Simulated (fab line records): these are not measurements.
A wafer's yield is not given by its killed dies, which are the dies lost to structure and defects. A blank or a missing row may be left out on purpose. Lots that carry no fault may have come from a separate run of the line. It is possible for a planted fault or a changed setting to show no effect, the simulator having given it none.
Split-lot experiment + flow gf180mcu + 23 wafers read from 5 lots, route of 602 steps

== ABOUT THE SPLIT ==
At GF_VT_IMPLANT_STRIP_20 (strips in O2/N2), the setting power w was moved away from the recipe's 1400 W on 10 of the 23 wafers read, by -10.1% to +11.3%. This setting was run at the recipe's value on the other wafers.

Reading taken at the split's own step.

== THE READING ==
oes product au, in a.u., at GF_VT_IMPLANT_STRIP_20 (strips in O2/N2). Fault-free wafers of this fab line usually give 0.716 a.u., standard deviation 0.0052 a.u.

| wafer  | tool, chamber at the split | power w as run, W | against the recipe | oes product au, a.u. | against lot-mates on the recipe |
|--------|----------------------------|-------------------|--------------------|----------------------|---------------------------------|
| L074.1 | plasma asher-03, 0         | 1558              | +11.3%             | 0.759                | +0.039                          |
| L074.3 | plasma asher-03, 1         | 1400              | recipe             | 0.723                | -                               |
| L074.4 | plasma asher-03, 0         | 1558              | +11.3%             | 0.757                | +0.037                          |
| L074.5 | plasma asher-03, 1         | 1400              | recipe             | 0.723                | -                               |
| L074.6 | plasma asher-03, 0         | 1400              | recipe             | 0.715                | -                               |
| L076.1 | plasma asher-03, 0         | 1400              | recipe             | 0.708                | -                               |
| L076.4 | plasma asher-03, 0         | 1400              | recipe             | 0.715                | -                               |
| L076.5 | plasma asher-03, 1         | 1400              | recipe             | 0.711                | -                               |
| L080.1 | plasma asher-01, 1         | 1400              | recipe             | 0.713                | -                               |
| L080.2 | plasma asher-01, 0         | 1400              | recipe             | 0.726                | -                               |
| L080.4 | plasma asher-01, 1         | 1258              | -10.1%             | 0.672                | -0.044                          |
| L080.5 | plasma asher-01, 1         | 1258              | -10.1%             | 0.678                | -0.038                          |
| L080.6 | plasma asher-01, 0         | 1400              | recipe             | 0.710                | -                               |
| L083.1 | plasma asher-02, 0         | 1447              | +3.4%              | 0.732                | +0.018                          |
| L083.2 | plasma asher-02, 1         | 1447              | +3.4%              | 0.732                | +0.018                          |
| L083.3 | plasma asher-02, 1         | 1400              | recipe             | 0.710                | -                               |
| L083.4 | plasma asher-02, 0         | 1447              | +3.4%              | 0.738                | +0.024                          |
| L083.6 | plasma asher-02, 1         | 1400              | recipe             | 0.718                | -                               |
| L085.1 | plasma asher-03, 1         | 1400              | recipe             | 0.702                | -                               |
| L085.2 | plasma asher-03, 0         | 1503              | +7.4%              | 0.748                | +0.042                          |
| L085.4 | plasma asher-03, 0         | 1503              | +7.4%              | 0.747                | +0.041                          |
| L085.5 | plasma asher-03, 0         | 1400              | recipe             | 0.710                | -                               |
| L085.6 | plasma asher-03, 1         | 1503              | +7.4%              | 0.733                | +0.027                          |

THE FIT
A straight line over all 23 wafers: oes product au changes by +0.00394 a.u. for each +1% of power w; r = +0.96; the points scatter about the line by 0.0064 a.u.
The same after taking each lot's own level away (the mean of its wafers on the recipe; 23 wafers): +0.00406 a.u. for each +1%; r = +0.96; scatter 0.0063 a.u.
On that fit, the largest move of power w shifts the reading by 0.046 a.u.
The span of the lots' own levels, 0.7060 to 0.7203 a.u., comes to 2.8 times the standard deviation stated above.
Hence the lot-to-lot level has little effect on the slope; both slopes agree.
Check: +0.0489 a.u. against its lot-mates is what the line predicts for one of the wafers moved furthest among these (+11.3%) when that wafer is left out of the fit. Against them it came out at +0.0387 a.u.
Tool readings at the split's step, against how far the setting was moved: oes product au r = +0.96; strip time to endpoint s r = -1.00.

== OTHER SPLITS APPLIED TO THESE WAFERS ==
Note: prior to the reading, these wafers also went through further splits. Each is held against what the fit with the lots' levels taken away leaves over:
| other split on the same wafers      | wafers away from the commonest value | r with oes product au (lot level and that fit taken away) |
|-------------------------------------|--------------------------------------|-----------------------------------------------------------|
| GF_STI_COAT_07 resist thk nm        | 5                                    | +0.17                                                     |
| GF_STI_ETCH_13 over etch frac       | 9                                    | -0.04                                                     |
| GF_STI_CVD_23 sih4 flow sccm        | 11                                   | +0.03                                                     |
| GF_DNWELL_SOFTBAKE_03 temp c        | 5                                    | +0.33                                                     |
| GF_MVPSD_COAT_02 resist thk nm      | 10                                   | +0.04                                                     |
| GF_MVPSD_EXPOSE_04 dose mj          | 8                                    | +0.16                                                     |
| GF_VT_IMPLANT_IMPLANT_08 energy kev | 10                                   | +0.14                                                     |

== THE WHOLE CHAIN: every reading that the file lists as answering this split, in the file's order ==
| step                   | what it does    | reading                  | change (the file's fit)                   | r (the file's) |
|------------------------|-----------------|--------------------------|-------------------------------------------|----------------|
| GF_VT_IMPLANT_STRIP_20 | strips in O2/N2 | oes product au           | +0.00399 a.u. for each +1% of the setting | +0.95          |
| GF_VT_IMPLANT_STRIP_20 | strips in O2/N2 | strip time to endpoint s | withheld for each +1% of the setting      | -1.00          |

== FILE'S OWN FIT ==
oes product au changes by +0.00399 a.u. for each +1% of power w, r = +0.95.
